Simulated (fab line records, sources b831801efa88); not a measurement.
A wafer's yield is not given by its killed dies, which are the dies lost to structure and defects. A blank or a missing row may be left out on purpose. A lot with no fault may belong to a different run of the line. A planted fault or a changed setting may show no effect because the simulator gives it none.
Which tool is to blame? ; flow sky130 ; at 1 step of a route of 708, 6 lots with 18 wafers sampled

WHAT THE GAUGES SHOWED, per wafer
SKY_SD_N_CD_MEAS_07 targets a cd of 380 nm.
lot;measured;on;cd nm (nm)
L727;day 29 03:05;cd sem-01;384 382 384
L729;day 29 04:58;cd sem-02;382 382 381
L730;day 29 12:08;cd sem-01;380 379 382
L734;day 30 19:59;cd sem-01;386 383 386
L746;day 34 21:16;cd sem-02;383 385 384
L749;day 36 07:22;cd sem-02;379 378 374

WHAT TOOL EACH LOT RAN ON (gives the tool, then ch and the chambers of the sampled wafers, and finally the start)
The record holds no process step before these readings.

THE ANSWER, worked out from the rows above alone
Rule: what is usual is taken from the lots themselves. The widest of any qualifying gaps counts: lots, ordered by their means at a reading, are off when they make up no more than a third of the lots, leave a main group of 4 or more, and stand apart from it by 3 or more times the standard deviation of that group's means. Not used: any main group whose means are identical at the precision the tables above print for the reading. Also off: a lot with no number at a reading for which 4 or more lots have one. The other lots that the step has rows for count as sound.
Nothing can be told from this: no lot is off at any reading shown.

WHAT WAS PUT IN BY THE SIMULATOR
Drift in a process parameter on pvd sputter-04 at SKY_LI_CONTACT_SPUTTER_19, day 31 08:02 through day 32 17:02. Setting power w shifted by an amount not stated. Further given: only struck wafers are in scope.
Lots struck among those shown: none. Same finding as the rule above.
